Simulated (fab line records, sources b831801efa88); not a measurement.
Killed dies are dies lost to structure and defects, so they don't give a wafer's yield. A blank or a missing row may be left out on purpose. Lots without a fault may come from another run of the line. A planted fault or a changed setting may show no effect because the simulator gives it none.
fab line records | flow sky130
record lots=15 wafers=45 last_day=50
route steps=708 shown VIA1@481 METAL2@485 PASSIVATION@689
lots that met no fault: from a run of the same line without faults
start_h: hours from the record's first day to the start of the lot's first wafer shown | wait_h: hours since the lot's step before | " the same as in the row above | L1.1+2: a row that stands for several wafers | - no value, or no start given | * or withheld: withheld | < > ~ a bound
route shown NAME@n: a module of which the file shows steps, and the number in the route of the first | usual: mean/standard deviation of fault-free wafers | same: alike in all rows | chamber/n: place in a boat | sites: the reading at each site | _std_site: their standard deviation | _edge_site: outer sites' mean less inner sites' | radius_mm: how far each site lies from the wafer's centre | mask NAME#n: copy n | behind: the tool/chamber that last shaped the wafer | hold: why the lot was held/for how many hours/how that ended | device: the transistor (n, p or np) that didn't switch | end of line: the same wafers' tests at the end of the route | a step without rows: its recipe alone | killed: dies lost to structure and defects at the first sort, not the wafer's yield | map: a wafer's dies, x killed, . not, _ none there
set.NAME: the setting as run; set.NAME@STEP: as run at that earlier step | model.NAME: the simulator's own value behind a step, which no gauge read
steps of the route over a sample of lots; a table a step, a row a wafer
services: from which hour (start_h, from the record's first day; less than 0 if before it) a tool's chamber was out of use, for how many hours, and why
## steps
# step SKY_VIA1_THK_MEAS_23
# recipe thk_meas_gauge=xrf reads=W_of_VIA1_CVD_21
# usual VIA1_W_THK=274/5.2
# columns lot.wafer tool chamber start_h wait_h VIA1_W_THK[nm]
L994.1 film_metro-02 - 796.36 0.1 274
L994.3 " - " " 272
L994.6 " - " " 273
L995.1 film_metro-01 - 802.17 0.1 281
L995.4 " - " " 284
L995.6 " - " " 271
L996.1 film_metro-02 - 815.77 0.1 274
L996.3 " - " " 273
L996.4 " - " " 275
L100.1 film_metro-02 - 846.95 0.1 283
L100.3 " - " " 279
L100.4 " - " " 278
L101.1 film_metro-01 - 853.95 0.1 282
L101.3 " - " " 285
L101.6 " - " " 284
L103.1 film_metro-04 - 866.14 0.1 272
L103.2 " - " " 272
L103.5 " - " " 270
L104.2 film_metro-04 - 871.77 0.1 270
L104.4 " - " " 282
L104.5 " - " " 283
L106.1 film_metro-01 - 886.35 0.1 269
L106.2 " - " " 272
L106.6 " - " " 267
L107.2 film_metro-01 - 893.42 0.1 268
L107.3 " - " " 267
L107.6 " - " " 268
L108.3 film_metro-04 - 904.51 0.1 284
L108.5 " - " " 274
L108.6 " - " " 287
L109.1 film_metro-01 - 913.52 0.1 272
L109.2 " - " " 283
L109.6 " - " " 278
L110.2 film_metro-01 - 919.75 0.1 270
L110.3 " - " " 271
L110.6 " - " " 268
L111.1 film_metro-01 - 932.83 0.1 282
L111.2 " - " " 266
L111.6 " - " " 266
L116.1 film_metro-04 - 960.20 0.1 285
L116.3 " - " " 273
L116.6 " - " " 274
L117.2 film_metro-01 - 966.11 0.1 268
L117.3 " - " " 269
L117.4 " - " " 269
# step SKY_METAL2_SPUTTER_02
# recipe material=AlCu target_thk_nm=250 power_w=10600 time_s=13.3 chamber_pressure_pa=0.4
# usual throttle_valve_pct=30.2/0.96
# columns lot.wafer tool chamber start_h wait_h throttle_valve_pct
L994.1 pvd_sputter-01 - 796.77 0.0 30.6
L994.3 " - " " 30.6
L994.6 " - " " 30.5
L995.1 pvd_sputter-01 - 802.58 0.0 29.3
L995.4 " - " " 30.4
L995.6 " - " " 29.2
L996.1 pvd_sputter-02 - 816.18 0.0 29.7
L996.3 " - " " 32.0
L996.4 " - " " 29.2
L100.1 pvd_sputter-01 - 847.36 0.0 30.1
L100.3 " - " " 29.6
L100.4 " - " " 30.9
L101.1 pvd_sputter-02 - 854.36 0.0 32.0
L101.3 " - " " 29.2
L101.6 " - " " 29.4
L103.1 pvd_sputter-04 - 866.54 0.0 29.4
L103.2 " - " " 31.6
L103.5 " - " " 28.6
L104.2 pvd_sputter-01 - 872.17 0.0 30.2
L104.4 " - " " 30.7
L104.5 " - " " 30.4
L106.1 pvd_sputter-01 - 886.76 0.0 30.4
L106.2 " - " " 30.5
L106.6 " - " " 30.6
L107.2 pvd_sputter-02 - 893.83 0.0 29.5
L107.3 " - " " 32.2
L107.6 " - " " 32.1
L108.3 pvd_sputter-02 - 904.90 0.0 29.6
L108.5 " - " " 29.3
L108.6 " - " " 32.0
L109.1 pvd_sputter-01 - 913.93 0.0 30.7
L109.2 " - " " 30.4
L109.6 " - " " 30.5
L110.2 pvd_sputter-02 - 920.15 0.0 29.8
L110.3 " - " " 30.5
L110.6 " - " " 30.6
L111.1 pvd_sputter-02 - 937.48 0.0 31.9
L111.2 " - " " 30.7
L111.6 " - " " 30.5
L116.1 pvd_sputter-04 - 960.61 0.0 29.3
L116.3 " - " " 31.6
L116.6 " - " " 29.2
L117.2 pvd_sputter-02 - 966.51 0.0 30.6
L117.3 " - " " 29.4
L117.4 " - " " 29.9
# step SKY_METAL2_SPUTTER_03
# recipe material=Ti target_thk_nm=5 power_w=3000 time_s=3.3 chamber_pressure_pa=0.4
# usual throttle_valve_pct=30.2/0.95
# columns lot.wafer tool chamber start_h wait_h throttle_valve_pct
L994.1 pvd_sputter-01 - 796.80 0.0 30.3
L994.3 " - " " 30.7
L994.6 " - " " 30.4
L995.1 pvd_sputter-01 - 802.60 0.0 29.6
L995.4 " - " " 30.2
L995.6 " - " " 29.2
L996.1 pvd_sputter-02 - 816.20 0.0 29.6
L996.3 " - " " 32.0
L996.4 " - " " 29.4
L100.1 pvd_sputter-01 - 847.38 0.0 30.4
L100.3 " - " " 29.3
L100.4 " - " " 30.5
L101.1 pvd_sputter-02 - 854.38 0.0 31.9
L101.3 " - " " 29.1
L101.6 " - " " 29.3
L103.1 pvd_sputter-04 - 866.57 0.0 29.9
L103.2 " - " " 31.5
L103.5 " - " " 28.9
L104.2 pvd_sputter-01 - 872.19 0.0 30.4
L104.4 " - " " 30.5
L104.5 " - " " 30.4
L106.1 pvd_sputter-01 - 886.78 0.0 30.4
L106.2 " - " " 30.3
L106.6 " - " " 30.9
L107.2 pvd_sputter-02 - 893.85 0.0 29.3
L107.3 " - " " 31.9
L107.6 " - " " 31.9
L108.3 pvd_sputter-02 - 904.93 0.0 29.9
L108.5 " - " " 29.3
L108.6 " - " " 32.1
L109.1 pvd_sputter-01 - 913.95 0.0 30.7
L109.2 " - " " 30.5
L109.6 " - " " 30.3
L110.2 pvd_sputter-02 - 920.18 0.0 29.5
L110.3 " - " " 30.7
L110.6 " - " " 30.8
L111.1 pvd_sputter-02 - 937.51 0.0 31.8
L111.2 " - " " 30.9
L111.6 " - " " 30.6
L116.1 pvd_sputter-04 - 960.63 0.0 29.6
L116.3 " - " " 31.3
L116.6 " - " " 28.8
L117.2 pvd_sputter-02 - 966.53 0.0 30.8
L117.3 " - " " 29.2
L117.4 " - " " 29.4
# step SKY_PASSIVATION_EXPOSE_08
# recipe mask_id=NSM target_cd_nm=3000 na=0.57 dose_mj=260
# usual exposure_dose_mJ_cm2=260.03/0.24 focus_offset_nm=-0.1/0.56
# columns lot.wafer tool chamber start_h wait_h mask exposure_dose_mJ_cm2 focus_offset_nm
L994.1 iline_stepper-02 0 1046.48 - NSM#0 260.28 0.4
L994.3 " 0 " " NSM#0 260.38 0.0
L994.6 " 0 " " NSM#0 260.08 1.1
L995.1 iline_stepper-02 0 1051.92 - NSM#0 260.07 0.0
L995.4 " 0 " " NSM#0 260.15 -0.4
L995.6 " 0 " " NSM#0 260.09 -0.1
L996.1 iline_stepper-01 0 1057.28 - NSM#0 260.04 0.0
L996.3 " 0 " " NSM#0 260.02 0.2
L996.4 " 0 " " NSM#0 259.92 0.1
L100.1 iline_stepper-02 0 1082.39 - NSM#0 259.94 -0.1
L100.3 " 0 " " NSM#0 259.98 -0.3
L100.4 " 0 " " NSM#0 259.57 -0.4
L101.1 iline_stepper-02 0 1087.37 - NSM#0 260.22 -0.6
L101.3 " 0 " " NSM#0 260.21 -0.2
L101.6 " 0 " " NSM#0 259.94 -0.6
L103.1 iline_stepper-02 0 1100.95 - NSM#0 259.97 -0.8
L103.2 " 0 " " NSM#0 259.70 -1.0
L103.5 " 0 " " NSM#0 259.99 -1.0
L104.2 iline_stepper-01 0 1102.61 - NSM#0 259.91 -0.8
L104.4 " 0 " " NSM#0 259.79 0.2
L104.5 " 0 " " NSM#0 259.88 -0.1
L106.1 iline_stepper-02 0 1114.93 - NSM#0 260.28 -0.6
L106.2 " 0 " " NSM#0 260.38 -0.7
L106.6 " 0 " " NSM#0 259.80 0.1
L107.2 iline_stepper-01 0 1120.51 - NSM#0 259.81 -0.3
L107.3 " 0 " " NSM#0 259.82 0.1
L107.6 " 0 " " NSM#0 260.13 -0.3
L108.3 iline_stepper-01 - 1132.51 - NSM#0 - -
L108.5 " - " " NSM#0 - -
L108.6 " - " " NSM#0 - -
L109.1 iline_stepper-02 - 1139.69 - NSM#0 - -
L109.2 " - " " NSM#0 - -
L109.6 " - " " NSM#0 - -
L110.2 iline_stepper-01 - 1141.91 - NSM#0 - -
L110.3 " - " " NSM#0 - -
L110.6 " - " " NSM#0 - -
L111.1 iline_stepper-01 0 1158.82 - NSM#0 260.33 -0.9
L111.2 " 0 " " NSM#0 260.12 0.0
L111.6 " 0 " " NSM#0 259.82 -0.1
L116.1 iline_stepper-02 0 1170.90 - NSM#0 259.85 0.6
L116.3 " 0 " " NSM#0 259.84 0.4
L116.6 " 0 " " NSM#0 260.19 1.6
L117.2 iline_stepper-01 0 1177.96 - NSM#0 260.63 0.9
L117.3 " 0 " " NSM#0 260.30 0.5
L117.4 " 0 " " NSM#0 260.66 0.0
## services
# columns tool chamber start_h hours kind
pvd_sputter-02 - 794.24 9.0 repair
pvd_sputter-01 - 803.65 39.1 repair
pvd_sputter-04 - 807.32 8.4 repair
pvd_sputter-04 - 840.32 3.3 repair
iline_stepper-01 - 849.32 1.7 pm
pvd_sputter-04 - 854.22 1.9 repair
iline_stepper-02 - 863.47 4.4 pm
iline_stepper-02 - 897.10 13.1 repair
iline_stepper-02 - 911.06 5.3 repair
pvd_sputter-02 - 924.27 0.6 repair
pvd_sputter-02 - 928.96 2.4 repair
iline_stepper-02 - 933.59 1.7 pm
pvd_sputter-04 - 943.92 1.2 repair
pvd_sputter-04 - 996.90 1.3 repair
iline_stepper-01 - 999.01 25.0 repair
iline_stepper-02 - 999.58 6.1 repair
pvd_sputter-02 - 1059.14 3.5 repair
iline_stepper-01 - 1061.80 1.3 repair
pvd_sputter-02 - 1065.89 18.9 repair
iline_stepper-01 - 1067.50 1.7 pm
pvd_sputter-02 - 1114.70 2.4 repair
pvd_sputter-02 - 1151.21 6.7 repair
iline_stepper-02 - 1151.77 1.7 pm
iline_stepper-02 - 1154.44 8.9 pm
## key
first_sign step=SKY_PASSIVATION_EXPOSE_08 reading=tool_record direction=missing
effect none on later readings
met_at SKY_PASSIVATION_EXPOSE_08
struck_lots L108,L109,L110
later_rows_left_out L108.3,L108.5,L108.6,L109.1,L109.2,L109.6,L110.2,L110.3,L110.6
sort_left_out L108.3,L108.5,L108.6,L109.1,L109.2,L109.6,L110.2,L110.3,L110.6
not_acting_at SKY_VIA1_THK_MEAS_23,SKY_METAL2_SPUTTER_02,SKY_METAL2_SPUTTER_03
onset_between 1120.51 1132.51
fault kind=skipped_step_whole tool=iline_stepper-01,iline_stepper-02 chamber=- onset_h=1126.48 steps=SKY_PASSIVATION_EXPOSE_08 scope=struck_lots_only
# sort_left_out: the simulated sort isn't trusted on such a fault, so these wafers' sort isn't shown, and their yield isn't known
# later_rows_left_out: the simulator's readings of these wafers behind a module that went badly wrong aren't trusted and aren't shown, but for the sort
